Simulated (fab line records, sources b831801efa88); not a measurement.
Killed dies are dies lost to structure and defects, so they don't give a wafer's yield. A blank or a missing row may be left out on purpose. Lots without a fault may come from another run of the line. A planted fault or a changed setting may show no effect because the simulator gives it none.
Problem report in the 8D (eight disciplines) form, filled by code | flow sky130 | the parts of the form that need people (team, actions taken, sign-off) are left out

1. THE PROBLEM
spike_tc_upper_C at SKY_POLY_GATE_CVD_00 reads a mean of 555.3 C on 3 wafers of 1 lot; wafers without a fault read 619.2 C with a standard deviation of 1.2. That is -53 standard deviations from the usual mean.
The step: deposits poly-Si, target thk 180 nm, time 720 s.
First seen on wafer L658.1, day 18 03:36, on lpcvd-01. The record holds 36 wafers of 12 lots with a number at this step. Rule for "out", or "out of limits": more than 4 standard deviations from the usual mean. The other wafers with a number count as sound.

2. WHAT IT IS AND WHAT IT IS NOT
question                    | is                                                                               | is not
which readings at this step | spike_tc_upper_C, spike_tc_centre_C, zone_power_centre_pct, zone_power_upper_pct | -
which lots                  | L658                                                                             | L647, L648, L649, L650, L651, L653, L654, L655, L667, L668, L669
which wafers of those lots  | all that have a number                                                           | -
read on which tools         | lpcvd-01                                                                         | -
when                        | from day 18 03:36                                                                | up to then (24 sound wafers); but 9 sound wafers of L667, L668, L669 came after

3. SUSPECTS, AND WHAT RULES EACH OUT
Counting: a tool at a process step up to the reading stays a suspect if it ran every lot that is out and no sound lot after the first of them.
- rie_diel-02 at SKY_SONOS_ONO_ETCH_15 (etches the open film in CHF3/O2, target depth 19.52 nm, time 7.8 s): kept. It ran the lot that is out, L658 (day 16 19:43), and no sound lot after that; its last sound lot up to then is L653 (day 14 20:52).
- lpcvd-01 at SKY_POLY_GATE_CVD_00 (deposits poly-Si, target thk 180 nm, time 720 s): ruled out as a lasting fault. Sound lots L667, L668, L669 ran on it after its first lot that is out, L658 (day 18 03:36).
Left after counting: rie_diel-02 at SKY_SONOS_ONO_ETCH_15.

4. THE CAUSE (what the simulator had put in)
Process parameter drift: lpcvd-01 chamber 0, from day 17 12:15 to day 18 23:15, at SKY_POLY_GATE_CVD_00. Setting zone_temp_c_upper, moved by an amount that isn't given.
Counting ruled it out, wrongly.

5. THE CHAIN OF EFFECTS, in route order
Each row: a reading whose mean over the struck wafers that have a number lies more than 3 standard deviations from the usual. Only readings for which the record gives a usual standard deviation are gone through. hours: the time from each lot's start at the first step in this table that gives one to its start at this step, as a median over the lots. sigmas: the change in usual standard deviations.
hours | step                 | reading               | usual   | on struck wafers | change | sigmas
0     | SKY_POLY_GATE_CVD_00 | spike_tc_centre_C     | 621.6 C | 631.1            | +9.5   | +6.8
0     | SKY_POLY_GATE_CVD_00 | spike_tc_top_C        | 641 C   | 655              | +14    | +4.1
0     | SKY_POLY_GATE_CVD_00 | spike_tc_upper_C      | 619.2 C | 555.3            | -63.9  | -53
0     | SKY_POLY_GATE_CVD_00 | zone_power_centre_pct | 9.72 %  | 15.16            | +5.44  | +36
0     | SKY_POLY_GATE_CVD_00 | zone_power_lower_pct  | 8.92 %  | 8.12             | -0.80  | -3.3
0     | SKY_POLY_GATE_CVD_00 | zone_power_top_pct    | 20.5 %  | 30.7             | +10.2  | +4.1
0     | SKY_POLY_GATE_CVD_00 | zone_power_upper_pct  | 8.5 %   | 0.0              | -8.5   | -10
The process steps in it:
- SKY_POLY_GATE_CVD_00: deposits poly-Si, target thk 180 nm, time 720 s.

6. WHAT WOULD HAVE CAUGHT IT SOONER
In this record the first reading out of limits was taken at day 18 03:36, 15 hours after the fault began at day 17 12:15.
